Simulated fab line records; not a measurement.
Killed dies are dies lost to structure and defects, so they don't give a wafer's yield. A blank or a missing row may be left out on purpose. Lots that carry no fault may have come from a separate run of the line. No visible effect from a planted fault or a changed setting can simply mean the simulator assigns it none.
The tool behind it: which one? | flow gf180mcu | 13 lots, 39 wafers sampled, at 6 steps of a route of 602

## WHAT EACH GAUGE READ, for each wafer
GF_STI_THK_MEAS_30. Usual: STI_OXIDATION_02_THK typically reads 10.05 nm, with standard deviation 0.18.
lot  | measured    | on           | STI_OXIDATION_02_THK (nm) | flag
L633 | day 2 06:38 | filmMetro-01 | 9.87 9.96 9.94            | 
L637 | day 3 04:13 | filmMetro-03 | 10.26 10.20 10.11         | 
L638 | day 3 07:41 | filmMetro-04 | 9.79 9.84 10.03           | 
L639 | day 3 16:24 | filmMetro-03 | 10.13 10.10 10.27         | 
L641 | day 3 22:56 | filmMetro-04 | 10.18 10.04 10.05         | 
L642 | day 4 04:05 | filmMetro-04 | 10.22 10.07 10.31         | 
L646 | day 5 03:09 | filmMetro-03 | 10.28 9.99 9.86           | 
L649 | day 5 18:20 | filmMetro-04 | 9.98 10.20 10.05          | 
L650 | day 5 22:41 | filmMetro-03 | 9.98 9.89 9.99            | 
L651 | day 6 02:55 | filmMetro-04 | 10.42 10.23 10.18         | 
L652 | day 6 09:10 | filmMetro-03 | 10.06 9.95 10.00          | 
L653 | day 6 13:41 | filmMetro-01 | 9.85 9.91 9.73            | 
L655 | day 7 01:56 | filmMetro-04 | 10.23 10.12 10.15         | 

GF_NWELL_TW_MEAS_11. Usual: NWELL_TW typically reads 1569, with standard deviation 12.
lot  | measured    | on           | NWELL_TW       | flag
L633 | day 3 08:23 | filmMetro-01 | 1557 1565 1570 | 
L637 | day 4 07:41 | filmMetro-02 | 1576 1583 1573 | 
L638 | day 4 10:28 | filmMetro-04 | 1577 1576 1579 | 
L639 | day 4 20:34 | filmMetro-01 | 1557 1561 1558 | 
L641 | day 5 02:55 | filmMetro-04 | 1581 1578 1575 | 
L642 | day 5 08:29 | filmMetro-04 | 1590 1585 1591 | 
L646 | day 6 09:13 | filmMetro-02 | 1632 1636 1631 | OFF
L649 | day 7 01:42 | filmMetro-02 | 1625 1632 1626 | OFF
L650 | day 7 05:51 | filmMetro-02 | 1629 1645 1630 | OFF
L651 | day 7 10:16 | filmMetro-01 | 1549 1552 1554 | 
L652 | day 7 17:07 | filmMetro-04 | 1597 1595 1586 | 
L653 | day 7 22:50 | filmMetro-02 | 1572 1558 1565 | 
L655 | day 8 11:21 | filmMetro-02 | 1562 1561 1568 | 

GF_VT_IMPLANT_RS_MEAS_47: uses a four-point probe to measure. Usual: NWELL_RS typically reads 487.7 ohm/sq, with standard deviation 1.3.
lot  | measured     | on           | NWELL_RS (ohm/sq) | flag
L633 | day 7 16:58  | filmMetro-02 | 489.1 487.3 487.0 | 
L637 | day 8 20:41  | filmMetro-01 | 487.3 486.4 487.3 | 
L638 | day 9 01:03  | filmMetro-01 | 486.3 487.2 487.2 | 
L639 | day 9 13:22  | filmMetro-02 | 489.0 490.1 490.1 | 
L641 | day 9 20:07  | filmMetro-04 | 488.0 488.6 486.6 | 
L642 | day 10 03:18 | filmMetro-04 | 485.4 484.7 486.2 | 
L646 | day 11 10:05 | filmMetro-04 | 430.0 428.7 429.8 | OFF
L649 | day 12 06:02 | filmMetro-02 | 429.6 430.4 431.4 | OFF
L650 | day 12 12:07 | filmMetro-02 | 431.7 431.3 430.5 | OFF
L651 | day 12 18:15 | filmMetro-04 | 487.5 487.4 487.5 | 
L652 | day 13 01:56 | filmMetro-01 | 486.6 486.6 488.3 | 
L653 | day 13 10:08 | filmMetro-02 | 487.0 487.2 488.7 | 
L655 | day 14 00:14 | filmMetro-02 | 489.8 489.8 488.6 | 

## WHAT TOOL EACH LOT RAN ON (gives the tool, then ch and the chambers of the sampled wafers, and finally the start)
lot  | GF_STI_ETCH_14                 | GF_STI_CMP_25                | GF_NWELL_IMPLANT_09
L633 | rieSi-01 ch 1,2, day 2 02:28   | cmp-02 ch 1,2, day 2 04:20   | implanter-03 ch 0, day 3 08:09
L637 | rieSi-02 ch 0,1, day 2 22:19   | cmp-01 ch 1,2,3, day 3 01:58 | implanter-03 ch 0, day 4 07:27
L638 | rieSi-01 ch 1,2,3, day 3 03:32 | cmp-01 ch 1,2,3, day 3 05:23 | implanter-02 ch 0, day 4 10:13
L639 | rieSi-02 ch 0,2,3, day 3 11:23 | cmp-02 ch 0,2,3, day 3 13:21 | implanter-03 ch 0, day 4 20:19
L641 | rieSi-01 ch 0,3, day 3 18:47   | cmp-01 ch 0,2,3, day 3 20:38 | implanter-01 ch 0, day 5 02:40
L642 | rieSi-02 ch 0,2, day 3 23:53   | cmp-01 ch 0,1,2, day 4 01:47 | implanter-01 ch 0, day 5 08:16
L646 | rieSi-01 ch 2,3, day 4 20:53   | cmp-01 ch 1,2, day 4 23:14   | implanter-02 ch 0, day 6 08:40
L649 | rieSi-01 ch 1,3, day 5 14:05   | cmp-02 ch 1,3, day 5 15:59   | implanter-01 ch 0, day 7 01:10
L650 | rieSi-02 ch 0,2, day 5 18:29   | cmp-01 ch 1,2,3, day 5 20:29 | implanter-03 ch 0, day 7 05:18
L651 | rieSi-02 ch 1,2,3, day 5 22:29 | cmp-01 ch 1,3, day 6 00:20   | implanter-01 ch 0, day 7 10:01
L652 | rieSi-01 ch 0,2, day 6 03:20   | cmp-02 ch 1,2,3, day 6 05:17 | implanter-02 ch 0, day 7 16:52
L653 | rieSi-01 ch 0,1,2, day 6 09:20 | cmp-01 ch 0,1, day 6 11:11   | implanter-02 ch 0, day 7 22:36
L655 | rieSi-01 ch 1,2,3, day 6 21:47 | cmp-02 ch 0,3, day 6 23:38   | implanter-03 ch 0, day 8 11:08
- GF_STI_ETCH_14: etches Si in HBr/Cl2/O2, target depth 360 nm, time 102.9 s.
- GF_STI_CMP_25: polishes, stops on Si3N4, t overpolish 33 s, target thk 524.6 nm.
- GF_NWELL_IMPLANT_09

## WHAT THE TOOLS THEMSELVES READ (means of the sampled wafers that have a number; where no wafer has one, the mark that the record gives instead)
GF_STI_ETCH_14. Usual: drypumpMotorCurrentA 5.9 A, standard deviation 0.42; oesProductAu 0.992 a.u., standard deviation 0.012; throttleValvePct 25.661 %, standard deviation 0.013.
lot  | tool     | drypumpMotorCurrentA (A) | oesProductAu (a.u.) | throttleValvePct (%) | flag
L633 | rieSi-01 | 6.0                      | 1.011               | 25.637               | 
L637 | rieSi-02 | 6.3                      | 0.988               | 25.660               | 
L638 | rieSi-01 | 5.9                      | 0.994               | 25.671               | 
L639 | rieSi-02 | 5.7                      | 0.988               | 25.665               | 
L641 | rieSi-01 | 5.7                      | 0.990               | 25.661               | 
L642 | rieSi-02 | 5.6                      | 0.973               | 25.687               | 
L646 | rieSi-01 | 5.6                      | 0.997               | 25.654               | 
L649 | rieSi-01 | 6.1                      | 1.000               | 25.653               | 
L650 | rieSi-02 | 5.4                      | 0.985               | 25.662               | 
L651 | rieSi-02 | 6.1                      | 0.987               | 25.665               | 
L652 | rieSi-01 | 5.9                      | 1.004               | 25.645               | 
L653 | rieSi-01 | 6.0                      | 0.997               | 25.659               | 
L655 | rieSi-01 | 5.9                      | 0.993               | 25.652               | 

GF_STI_CMP_25. Usual: motorCurrentA 11.9 A, standard deviation 1.3; overpolishRunS 33.000 s, standard deviation 0.0086; timeToEndpointS 122 s, standard deviation 6.3.
lot  | tool   | motorCurrentA (A) | overpolishRunS (s) | timeToEndpointS (s) | flag
L633 | cmp-02 | 12.7              | 33.007             | 117                 | 
L637 | cmp-01 | 11.9              | 33.003             | 119                 | 
L638 | cmp-01 | 12.2              | 32.992             | 119                 | 
L639 | cmp-02 | 12.5              | 32.997             | 126                 | 
L641 | cmp-01 | 12.0              | 32.992             | 121                 | 
L642 | cmp-01 | 12.2              | 33.005             | 119                 | 
L646 | cmp-01 | 12.4              | 33.008             | 113                 | 
L649 | cmp-02 | 12.0              | 32.995             | 126                 | 
L650 | cmp-01 | 12.4              | 33.001             | 119                 | 
L651 | cmp-01 | 11.5              | 32.989             | 118                 | 
L652 | cmp-02 | 12.4              | 33.000             | 131                 | 
L653 | cmp-01 | 11.8              | 32.997             | 113                 | 
L655 | cmp-02 | 11.9              | 32.995             | 130                 | 

## THE ANSWER, worked out from the rows above alone
Rule: a lot counts as off when the mean over its wafers that have a number is more than 3 standard deviations away from the usual mean. Also off: a lot with no number at a reading for which 4 or more lots have one. All remaining lots with rows at the step are treated as sound. First the gauges in route order, then the tools' own readings, where a lot's mean is used as printed above. At the first step where some lot is off, the reading lying furthest off is the one used; lots without a number count as furthest.
Off: at GF_NWELL_TW_MEAS_11 (NWELL_TW), L646, L649, L650.
If a tool, at a process step before that reading, ran all the lots that are off and no sound lot after the first of them, it fits. Those tools and the gauges at GF_NWELL_TW_MEAS_11 are tried in the same way. Not one of the candidates tried fits.

## WHAT HAD BEEN PUT IN BY THE SIMULATOR
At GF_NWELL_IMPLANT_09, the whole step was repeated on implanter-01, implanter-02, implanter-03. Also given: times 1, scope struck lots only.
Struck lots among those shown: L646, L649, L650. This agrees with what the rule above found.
